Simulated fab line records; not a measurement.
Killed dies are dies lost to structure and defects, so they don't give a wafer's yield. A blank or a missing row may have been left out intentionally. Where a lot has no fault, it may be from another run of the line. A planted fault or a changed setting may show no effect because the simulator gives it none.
Split-lot experiment :: flow gf180mcu :: route with 602 steps; 5 lots, 23 wafers read

ON THE SPLIT
At GF_DNWELL_STRIP_08 (strips in O2/N2), the setting platen-temp-c was moved away from the recipe's 250 C on 5 of the 23 wafers read, by +0.8% to +1.1%. This setting was run at the recipe's value on the other wafers.

Reading taken at the split's own step.

THE READING
oes-product-au, in a.u., at GF_DNWELL_STRIP_08 (strips in O2/N2). A value of 0.722 a.u. with a standard deviation of 0.0049 a.u. is what fault-free wafers of this fab line usually give.

wafer: L074.1
tool, chamber at the split: plasma-asher-01, 0
platen-temp-c as run, C: 250
against the recipe: recipe
oes-product-au, a.u.: 0.723
against lot-mates on the recipe: -

wafer: L074.2
tool, chamber at the split: plasma-asher-01, 1
platen-temp-c as run, C: 250
against the recipe: recipe
oes-product-au, a.u.: 0.719
against lot-mates on the recipe: -

wafer: L074.3
tool, chamber at the split: plasma-asher-01, 0
platen-temp-c as run, C: 250
against the recipe: recipe
oes-product-au, a.u.: 0.729
against lot-mates on the recipe: -

wafer: L074.4
tool, chamber at the split: plasma-asher-01, 1
platen-temp-c as run, C: 250
against the recipe: recipe
oes-product-au, a.u.: 0.721
against lot-mates on the recipe: -

wafer: L074.5
tool, chamber at the split: plasma-asher-01, 0
platen-temp-c as run, C: 250
against the recipe: recipe
oes-product-au, a.u.: 0.724
against lot-mates on the recipe: -

wafer: L077.1
tool, chamber at the split: plasma-asher-03, 0
platen-temp-c as run, C: 250
against the recipe: recipe
oes-product-au, a.u.: 0.722
against lot-mates on the recipe: -

wafer: L077.2
tool, chamber at the split: plasma-asher-03, 1
platen-temp-c as run, C: 250
against the recipe: recipe
oes-product-au, a.u.: 0.726
against lot-mates on the recipe: -

wafer: L077.4
tool, chamber at the split: plasma-asher-03, 0
platen-temp-c as run, C: 250
against the recipe: recipe
oes-product-au, a.u.: 0.724
against lot-mates on the recipe: -

wafer: L077.5
tool, chamber at the split: plasma-asher-03, 1
platen-temp-c as run, C: 250
against the recipe: recipe
oes-product-au, a.u.: 0.723
against lot-mates on the recipe: -

wafer: L077.6
tool, chamber at the split: plasma-asher-03, 0
platen-temp-c as run, C: 250
against the recipe: recipe
oes-product-au, a.u.: 0.726
against lot-mates on the recipe: -

wafer: L081.1
tool, chamber at the split: plasma-asher-01, 0
platen-temp-c as run, C: 251.9
against the recipe: +0.8%
oes-product-au, a.u.: 0.733
against lot-mates on the recipe: +0.009

wafer: L081.2
tool, chamber at the split: plasma-asher-01, 1
platen-temp-c as run, C: 250
against the recipe: recipe
oes-product-au, a.u.: 0.723
against lot-mates on the recipe: -

wafer: L081.3
tool, chamber at the split: plasma-asher-01, 1
platen-temp-c as run, C: 251.9
against the recipe: +0.8%
oes-product-au, a.u.: 0.743
against lot-mates on the recipe: +0.019

wafer: L081.5
tool, chamber at the split: plasma-asher-01, 0
platen-temp-c as run, C: 251.9
against the recipe: +0.8%
oes-product-au, a.u.: 0.742
against lot-mates on the recipe: +0.018

wafer: L081.6
tool, chamber at the split: plasma-asher-01, 1
platen-temp-c as run, C: 250
against the recipe: recipe
oes-product-au, a.u.: 0.725
against lot-mates on the recipe: -

wafer: L082.2
tool, chamber at the split: plasma-asher-02, 0
platen-temp-c as run, C: 250
against the recipe: recipe
oes-product-au, a.u.: 0.725
against lot-mates on the recipe: -

wafer: L082.3
tool, chamber at the split: plasma-asher-02, 1
platen-temp-c as run, C: 250
against the recipe: recipe
oes-product-au, a.u.: 0.722
against lot-mates on the recipe: -

wafer: L082.5
tool, chamber at the split: plasma-asher-02, 1
platen-temp-c as run, C: 250
against the recipe: recipe
oes-product-au, a.u.: 0.724
against lot-mates on the recipe: -

wafer: L084.1
tool, chamber at the split: plasma-asher-02, 0
platen-temp-c as run, C: 250
against the recipe: recipe
oes-product-au, a.u.: 0.714
against lot-mates on the recipe: -

wafer: L084.2
tool, chamber at the split: plasma-asher-02, 1
platen-temp-c as run, C: 250
against the recipe: recipe
oes-product-au, a.u.: 0.725
against lot-mates on the recipe: -

wafer: L084.3
tool, chamber at the split: plasma-asher-02, 1
platen-temp-c as run, C: 252.7
against the recipe: +1.1%
oes-product-au, a.u.: 0.743
against lot-mates on the recipe: +0.023

wafer: L084.4
tool, chamber at the split: plasma-asher-02, 0
platen-temp-c as run, C: 250
against the recipe: recipe
oes-product-au, a.u.: 0.721
against lot-mates on the recipe: -

wafer: L084.5
tool, chamber at the split: plasma-asher-02, 1
platen-temp-c as run, C: 252.7
against the recipe: +1.1%
oes-product-au, a.u.: 0.741
against lot-mates on the recipe: +0.021

THE FIT
A straight line over all 23 wafers: oes-product-au changes by +0.019 a.u. for each +1% of platen-temp-c; r = +0.91; the points scatter about the line by 0.0035 a.u.
The same after taking each lot's own level away (the mean of its wafers on the recipe; 23 wafers): +0.0203 a.u. for each +1%; r = +0.93; scatter 0.0031 a.u.
The reading moves by 0.022 a.u. for the largest change in platen-temp-c, on that fit.
From 0.7200 to 0.7242 a.u.: that is the span of the lots' own levels, equal to 0.9 times the standard deviation above.
So the lot-to-lot level changes the slope little: the two slopes agree.
Check: for one of the wafers moved furthest among these (+1.1%), held out of the fit, the line's prediction against its lot-mates is +0.0215 a.u. Against them it came out at +0.023 a.u.
Tool readings at the split's step, against how far the setting was moved: oes-product-au r = +0.91; strip-time-to-endpoint-s r = -0.87.

THESE WAFERS: OTHER SPLITS
These wafers also went through other splits before the reading. Each is held against what the fit with the lots' levels taken away leaves over:
other split on the same wafers: GF_STI_OXIDATION_01 temp-c
wafers away from the commonest value: 18
r with oes-product-au (lot level and that fit taken away): -0.01

other split on the same wafers: GF_STI_PEB_10 peb-temp-c
wafers away from the commonest value: 12
r with oes-product-au (lot level and that fit taken away): -0.14

other split on the same wafers: GF_DNWELL_COAT_02 spin-rpm
wafers away from the commonest value: 6
r with oes-product-au (lot level and that fit taken away): -0.08

THE WHOLE CHAIN: every reading that the file lists as answering this split, in the file's order
step: GF_DNWELL_STRIP_08
what it does: strips in O2/N2
reading: oes-product-au
change (the file's fit): +0.0205 a.u. for each +1% of the setting
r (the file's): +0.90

step: GF_DNWELL_STRIP_08
what it does: strips in O2/N2
reading: strip-time-to-endpoint-s
change (the file's fit): withheld for each +1% of the setting
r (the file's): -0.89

FILE'S OWN FIT
oes-product-au changes by +0.0205 a.u. for each +1% of platen-temp-c, r = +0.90.
